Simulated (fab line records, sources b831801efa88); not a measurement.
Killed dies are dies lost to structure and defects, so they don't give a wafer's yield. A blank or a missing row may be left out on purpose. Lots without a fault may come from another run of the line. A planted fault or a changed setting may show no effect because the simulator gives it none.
Problem report in the 8D (eight disciplines) form, filled by code | flow sky130 | the parts of the form that need people (team, actions taken, sign-off) are left out

1. THE PROBLEM
killed_at_M4_up at SKY_PAD_OPEN_PROBE_99 reads a mean of 48.7 on 6 wafers of 2 lots; wafers without a fault read 3.1 with a standard deviation of 2. That is +23 standard deviations from the usual mean.
First seen on wafer L588.1, day 49 02:27, on prober-02. The record holds 15 wafers of 5 lots with a number at this step. Rule for "out", or "out of limits": more than 4 standard deviations from the usual mean. The other wafers with a number count as sound.

2. WHAT IT IS AND WHAT IT IS NOT
question                    | is                     | is not
which readings at this step | killed_at_M4_up        | killed_at_M0_to_M3, killed_at_contacts, killed_at_front_end, killed_at_other, killed_open, sort_bin_6_memory
which lots                  | L588, L589             | L578, L591, L592
which wafers of those lots  | all that have a number | -
read on which tools         | prober-01, prober-02   | -
when                        | from day 49 02:27      | up to then (3 sound wafers); but 6 sound wafers of L591, L592 came after

3. SUSPECTS, AND WHAT RULES EACH OUT
Counting: a tool at a process step up to the reading stays a suspect if it ran every lot that is out and no sound lot after the first of them.
- rie_diel-03 at SKY_METAL4_ETCH_17 (etches SiO2 in C4F8/O2/Ar, stops on TiN, time 3.9 s, target depth 15 nm): kept. It ran every lot that is out, first L588 (day 45 13:19), and no sound lot after that; its last sound lot up to then is L578 (day 42 23:24).
- cvd_w-01 at SKY_VIA4_CVD_18 (deposits W, target thk 505 nm, time 152.14 s): ruled out as a lasting fault. Sound lots L592, L591 ran on it after its first lot that is out, L588 (day 46 11:58).
- cmp-02 at SKY_VIA4_CMP_21 (polishes, stops on SiO2, t overpolish 25 s, target thk 0 nm): ruled out as a lasting fault. Sound lots L592 ran on it after its first lot that is out, L588 (day 46 12:23).
Left after counting: rie_diel-03 at SKY_METAL4_ETCH_17.

4. THE CAUSE (what the simulator had put in)
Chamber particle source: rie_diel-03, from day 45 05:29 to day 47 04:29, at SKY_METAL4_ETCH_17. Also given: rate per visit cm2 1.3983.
Counting left only this tool.

5. THE CHAIN OF EFFECTS, in route order
Each row: a reading whose mean over the struck wafers that have a number lies more than 3 standard deviations from the usual. Only readings for which the record gives a usual standard deviation are gone through. hours: the time from each lot's start at the first step in this table that gives one to its start at this step, as a median over the lots. sigmas: the change in usual standard deviations.
hours | step                  | reading              | usual  | on struck wafers | change | sigmas
0     | SKY_PAD_OPEN_PROBE_99 | defect_limited_yield | 82.2 % | 74.3             | -7.9   | -4.6
0     | SKY_PAD_OPEN_PROBE_99 | killed_at_M4_up      | 3.1    | 48.7             | +45.6  | +23
0     | SKY_PAD_OPEN_PROBE_99 | killed_dies          | 87     | 126              | +39    | +4.7
0     | SKY_PAD_OPEN_PROBE_99 | sort_bin_3_pad_short | 0.9 %  | 3.6              | +2.7   | +6.6
0     | SKY_PAD_OPEN_PROBE_99 | sort_bin_5_function  | 10.5 % | 15.8             | +5.3   | +3.8
0     | SKY_PAD_OPEN_PROBE_99 | sort_n_pass          | 405    | 366              | -39    | -4.7
0     | SKY_PAD_OPEN_PROBE_99 | sort_yield_pct       | 82.2 % | 74.3             | -7.9   | -4.6
The process steps in it:
- SKY_PAD_OPEN_PROBE_99

6. WHAT WOULD HAVE CAUGHT IT SOONER
In this record the first reading out of limits was taken at day 49 02:27, 93 hours after the fault began at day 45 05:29.
Of the tool readings at SKY_METAL4_ETCH_17 for which the record gives a usual standard deviation, none was out on any struck wafer, so an alarm limit of 4 standard deviations on them would not have fired.
All the lots that are out (2) had begun SKY_METAL4_ETCH_17 on rie_diel-03 by day 49 02:27. A hold on the tool at that time would have spared none of them.
